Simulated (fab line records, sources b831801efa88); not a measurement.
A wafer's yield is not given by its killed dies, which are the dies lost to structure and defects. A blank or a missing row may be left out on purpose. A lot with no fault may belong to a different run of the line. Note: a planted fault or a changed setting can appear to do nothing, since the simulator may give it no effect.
Tool commonality check -- flow gf180mcu -- Sampled: 13 lots, 40 wafers

REASON IT WAS OPENED
At GF_SAB_CD_MEAS_09 the reading cdNm is flagged on 1 of 13 lots. Wafers without a fault read 420.6 nm, standard deviation 2.1.
Rule: a lot gets a flag if all its wafers with a number sit over 4 standard deviations from that mean, or if no wafer of it has a number. As for the other lots, they are considered sound.

lot,measured,on,"cdNm (nm), wafer by wafer",flag
L825,day 15 07:48,cdSem-01,420.3 420.2 419.9,
L826,day 15 14:58,cdSem-01,419.2 419.9 420.5,
L827,day 16 02:03,cdSem-01,421.2 421.6 421.0,
L830,day 17 06:23,cdSem-02,419.8 419.2 420.8,
L835,day 19 15:32,cdSem-01,457.8 457.6 457.7 457.9,FLAGGED
L837,day 20 03:20,cdSem-02,415.3 418.7 417.3,
L838,day 20 11:10,cdSem-01,419.7 419.9 420.9,
L839,day 21 00:38,cdSem-01,420.9 423.9 422.0,
L841,day 21 05:14,cdSem-01,424.1 421.3 425.0,
L844,day 22 13:46,cdSem-02,418.8 419.7 417.6,
L845,day 22 14:44,cdSem-02,421.3 421.1 419.7,
L846,day 22 20:06,cdSem-02,421.4 422.1 420.7,
L847,day 23 04:59,cdSem-02,421.8 420.9 422.7,
The numbers of the flagged lots are 457.8 nm on average: +37.1 nm against the usual, or +18 standard deviations.

TOOL THAT RAN EACH LOT
The record holds 2 process steps before the reading, out of a route of 602 steps. In each cell: the tool, then ch and the chambers that the sampled wafers went through, then the start.
lot,flag,GF_PSD_STRIP_10,GF_SAB_DEVELOP_08
L825,,"plasmaAsher-03 ch 0,1, day 14 10:40","lithoTrack-02 ch 0, day 15 07:40"
L826,,"plasmaAsher-01 ch 0,1, day 14 17:38","lithoTrack-01 ch 0, day 15 14:49"
L827,,"plasmaAsher-01 ch 0,1, day 15 03:57","lithoTrack-02 ch 0, day 16 01:55"
L830,,"plasmaAsher-01 ch 0,1, day 16 07:38","lithoTrack-01 ch 0, day 17 06:14"
L835,FLAGGED,"plasmaAsher-02 ch 0,1, day 18 16:02","lithoTrack-01 ch 0, day 19 15:23"
L837,,"plasmaAsher-01 ch 0,1, day 19 02:35","lithoTrack-03 ch 0, day 20 03:11"
L838,,"plasmaAsher-01 ch 0,1, day 19 10:37","lithoTrack-02 ch 0, day 20 11:01"
L839,,"plasmaAsher-03 ch 0,1, day 20 00:05","lithoTrack-02 ch 0, day 21 00:29"
L841,,"plasmaAsher-02 ch 0,1, day 20 04:26","lithoTrack-02 ch 0, day 21 05:05"
L844,,"plasmaAsher-03 ch 1, day 21 13:17","lithoTrack-02 ch 0, day 22 13:37"
L845,,"plasmaAsher-01 ch 0,1, day 21 14:47","lithoTrack-03 ch 0, day 22 14:35"
L846,,"plasmaAsher-02 ch 1, day 21 20:17","lithoTrack-03 ch 0, day 22 19:58"
L847,,"plasmaAsher-03 ch 0,1, day 22 06:23","lithoTrack-02 ch 0, day 23 04:50"
What the steps here do:
- GF_PSD_STRIP_10: strips in O2/N2.
- GF_SAB_DEVELOP_08: develop time 60 s.
- GF_SAB_CD_MEAS_09: target cd 420 nm.

FLAGGED AGAINST TOTAL, ONE TOOL AT A TIME (gauges that did the reading follow at the end)
step,tool,lots run,flagged,share of the flagged lots,sound lots run after its first flagged lot
GF_PSD_STRIP_10,plasmaAsher-01,6,0,none,-
GF_PSD_STRIP_10,plasmaAsher-02,3,1,all,"2 (L841,L846)"
GF_PSD_STRIP_10,plasmaAsher-03,4,0,none,-
GF_SAB_DEVELOP_08,lithoTrack-01,3,1,all,0
GF_SAB_DEVELOP_08,lithoTrack-02,7,0,none,-
GF_SAB_DEVELOP_08,lithoTrack-03,3,0,none,-
GF_SAB_CD_MEAS_09,cdSem-01,7,1,all,"3 (L838,L839,L841)"
GF_SAB_CD_MEAS_09,cdSem-02,6,0,none,-

THE TABLE: WHAT IT ALLOWS
In the table, 3 rows ran each flagged lot (plasmaAsher-02 at GF_PSD_STRIP_10; lithoTrack-01 at GF_SAB_DEVELOP_08; cdSem-01 at GF_SAB_CD_MEAS_09).
- plasmaAsher-02 at GF_PSD_STRIP_10 ran 3 lots, 1 of them flagged. After the first flagged lot (L841, L846), sound lots still ran on it; a lasting fault on the whole tool would not permit that.
- lithoTrack-01 at GF_SAB_DEVELOP_08 ran 3 lots, 1 of them flagged. Its last sound lot is L830 (day 17 06:14), its first flagged lot L835 (day 19 15:23): a fault that began between those two fits.
- cdSem-01 at GF_SAB_CD_MEAS_09 ran 7 lots, 1 of them flagged. After the first flagged lot (L838, L839, L841), sound lots still ran on it; a lasting fault on the whole tool would not permit that.
Just one tool remains: lithoTrack-01 at GF_SAB_DEVELOP_08.

WHAT THE SIMULATOR PUT IN
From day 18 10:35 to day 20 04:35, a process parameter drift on lithoTrack-01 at GF_SAB_DEVELOP_08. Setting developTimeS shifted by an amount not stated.
Struck lots among those shown: L835. This agrees with what the rule above found.
